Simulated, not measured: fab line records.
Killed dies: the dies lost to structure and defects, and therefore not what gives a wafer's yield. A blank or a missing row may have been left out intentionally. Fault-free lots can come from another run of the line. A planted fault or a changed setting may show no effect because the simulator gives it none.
Lot-split experiment	flow gf180mcu	on a route of 602 steps: 5 lots, 23 wafers read

ON THE SPLIT
At GF_HV_LDD_DEVELOP_30 (develop time 60 s), the setting develop_time_s was moved away from the recipe's 60 s on 11 of the 23 wafers read, by -7.6% to +4.8%. For the rest of the wafers, this setting stayed at what the recipe calls for.

Between the split and the reading, the file records no step.

THE READING
cd_nm, in nm, at GF_HV_LDD_CD_MEAS_31 (target cd 400 nm). Typical for fault-free wafers on this fab line: 399.7 nm, with standard deviation 2.2 nm.

wafer	tool, chamber at the split	develop_time_s as run, s	against the recipe	cd_nm, nm	against lot-mates on the recipe
L074.1	litho_track-04, 0	55.43	-7.6%	388.0	-6.2
L074.3	litho_track-04, 0	55.43	-7.6%	388.1	-6.1
L074.4	litho_track-04, 0	55.43	-7.6%	388.6	-5.6
L074.5	litho_track-04, 0	60	recipe	394.1	-
L074.6	litho_track-04, 0	60	recipe	394.4	-
L076.1	litho_track-03, 0	60	recipe	403.2	-
L076.2	litho_track-03, 0	62.78	+4.6%	406.9	+4.0
L076.4	litho_track-03, 0	62.78	+4.6%	406.1	+3.2
L076.5	litho_track-03, 0	62.78	+4.6%	405.3	+2.4
L076.6	litho_track-03, 0	60	recipe	402.5	-
L077.1	litho_track-03, 0	57.43	-4.3%	392.4	-7.1
L077.2	litho_track-03, 0	60	recipe	401.3	-
L077.3	litho_track-03, 0	60	recipe	398.9	-
L077.4	litho_track-03, 0	57.43	-4.3%	392.9	-6.6
L077.5	litho_track-03, 0	60	recipe	398.3	-
L079.1	litho_track-03, 0	60	recipe	398.9	-
L079.2	litho_track-03, 0	60	recipe	398.6	-
L079.5	litho_track-03, 0	60	recipe	400.0	-
L082.1	litho_track-04, 0	62.89	+4.8%	405.1	+3.6
L082.2	litho_track-04, 0	62.89	+4.8%	406.0	+4.5
L082.4	litho_track-04, 0	60	recipe	402.3	-
L082.5	litho_track-04, 0	60	recipe	400.6	-
L082.6	litho_track-04, 0	62.89	+4.8%	405.1	+3.6

THE FIT
A straight line over all 23 wafers: cd_nm changes by +1.43 nm for each +1% of develop_time_s; r = +0.94; the points scatter about the line by 2.2 nm.
The same after taking each lot's own level away (the mean of its wafers on the recipe; 23 wafers): +0.863 nm for each +1%; r = +0.95; scatter 1.2 nm.
That fit puts the effect of the largest move of develop_time_s on the reading at 6.6 nm.
Across the lots, their own levels run from 394.25 to 402.85 nm, a range of 3.9 times the standard deviation given above.
So the lot-to-lot level changes the slope: the two fits differ.
Check: with one of the wafers moved furthest among these (-7.6%) left out of the fit, the line predicts -7.07 nm for it against its lot-mates. Against them it came out at -6.25 nm.

THE OTHER SPLITS THESE WAFERS WENT THROUGH
Other splits were also applied to these wafers ahead of the reading. Each is held against what the fit with the lots' levels taken away leaves over:
other split on the same wafers	wafers away from the commonest value	r with cd_nm (lot level and that fit taken away)
GF_POLY_GATE_ETCH_12 source_w	5	+0.22
GF_HV_LDD_IMPLANT_09 energy_kev	5	-0.06
GF_HV_LDD_DEVELOP_18 develop_time_s	7	-0.08

THE FILE'S OWN FIT
cd_nm changes by +0.908 nm for each +1% of develop_time_s, r = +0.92.
